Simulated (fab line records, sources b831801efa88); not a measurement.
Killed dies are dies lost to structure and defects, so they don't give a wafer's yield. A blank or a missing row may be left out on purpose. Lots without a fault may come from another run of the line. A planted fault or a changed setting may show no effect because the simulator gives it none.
Which tool did it? | flow sky130 | 13 lots, 39 wafers sampled, at 2 steps of a route of 708

WHAT THE GAUGES READ, wafer by wafer
SKY_LI_CONTACT_OVL_MEAS_13.
lot  | measured     | on         | LI_CONTACT_OVL (nm)
L319 | day 28 14:13 | overlay-02 | -3 -4 -4
L320 | day 28 21:40 | overlay-02 | 3 4 4
L322 | day 30 07:55 | overlay-02 | 4 2 5
L324 | day 30 18:34 | overlay-02 | -8 -8 -3
L326 | day 31 15:46 | overlay-02 | -8 0 -7
L332 | day 33 09:07 | overlay-02 | -6 -1 2
L335 | day 34 09:10 | overlay-02 | 3 2 -5
L336 | day 34 10:25 | overlay-02 | 2 -5 2
L338 | day 36 12:11 | overlay-02 | -4 0 3
L339 | day 36 13:55 | overlay-02 | -12 -5 -4
L340 | day 36 15:52 | overlay-01 | -1 -8 -8
L341 | day 36 16:34 | overlay-01 | 7 9 2
L342 | day 36 20:26 | overlay-01 | -1 -4 -2

WHICH TOOL RAN EACH LOT (tool, then ch and the chambers of the sampled wafers, then the start)
lot  | SKY_LI_CONTACT_CMP_02
L319 | cmp-01 ch 1,2, day 27 09:46
L320 | cmp-02 ch 1,2,3, day 27 16:04
L322 | cmp-01 ch 0,1,2, day 29 03:37
L324 | cmp-01 ch 0,1,3, day 29 15:58
L326 | cmp-01 ch 0,3, day 30 14:46
L332 | cmp-02 ch 0,1,3, day 32 05:15
L335 | cmp-02 ch 0,2,3, day 33 07:47
L336 | cmp-01 ch 0,2,3, day 33 08:35
L338 | cmp-01 ch 0,2,3, day 35 10:14
L339 | cmp-01 ch 0,2,3, day 35 11:34
L340 | cmp-01 ch 0,1,3, day 35 13:10
L341 | cmp-01 ch 0,2, day 35 14:40
L342 | cmp-01 ch 0,1,2, day 35 17:51
- SKY_LI_CONTACT_CMP_02: polishes PSG.

WHAT THE TOOLS THEMSELVES READ (means of the sampled wafers that have a number; where no wafer has one, the mark that the record gives instead)
SKY_LI_CONTACT_CMP_02.
lot  | tool   | motor_current_A (A) | time_to_endpoint_s (s)
L319 | cmp-01 | 10.8                | 32.7
L320 | cmp-02 | 11.9                | 30.0
L322 | cmp-01 | 11.0                | 32.8
L324 | cmp-01 | 10.7                | 27.9
L326 | cmp-01 | 11.1                | 33.5
L332 | cmp-02 | 12.1                | 34.5
L335 | cmp-02 | 12.9                | 36.8
L336 | cmp-01 | 10.8                | 31.3
L338 | cmp-01 | 10.9                | 30.5
L339 | cmp-01 | 11.1                | 30.2
L340 | cmp-01 | 10.6                | 33.0
L341 | cmp-01 | 11.5                | 33.6
L342 | cmp-01 | 11.1                | 30.7

THE ANSWER, worked out from the rows above alone
Rule: what is usual is taken from the lots themselves. Put in order of their means at a reading, lots are off if they are a third of the lots or fewer, leave a main group of 4 or more, and stand apart from it by a gap of 3 or more times the standard deviation of the main group's means; of several such gaps the widest counts. A main group whose means are all the same, to the digits that the tables above print for the reading, isn't used. A lot without any number at a reading at which 4 lots or more have one is off too. The other lots that the step has rows for count as sound. The gauges are gone through in route order, then the tools' own readings, and for those a lot's mean is taken as printed above. The first step at which some lot is off is used, and at that step the reading that is off furthest; a lot without a number counts as furthest.
No lot is off at any reading shown: from this, nothing can be told.

WHAT THE SIMULATOR HAD PUT IN
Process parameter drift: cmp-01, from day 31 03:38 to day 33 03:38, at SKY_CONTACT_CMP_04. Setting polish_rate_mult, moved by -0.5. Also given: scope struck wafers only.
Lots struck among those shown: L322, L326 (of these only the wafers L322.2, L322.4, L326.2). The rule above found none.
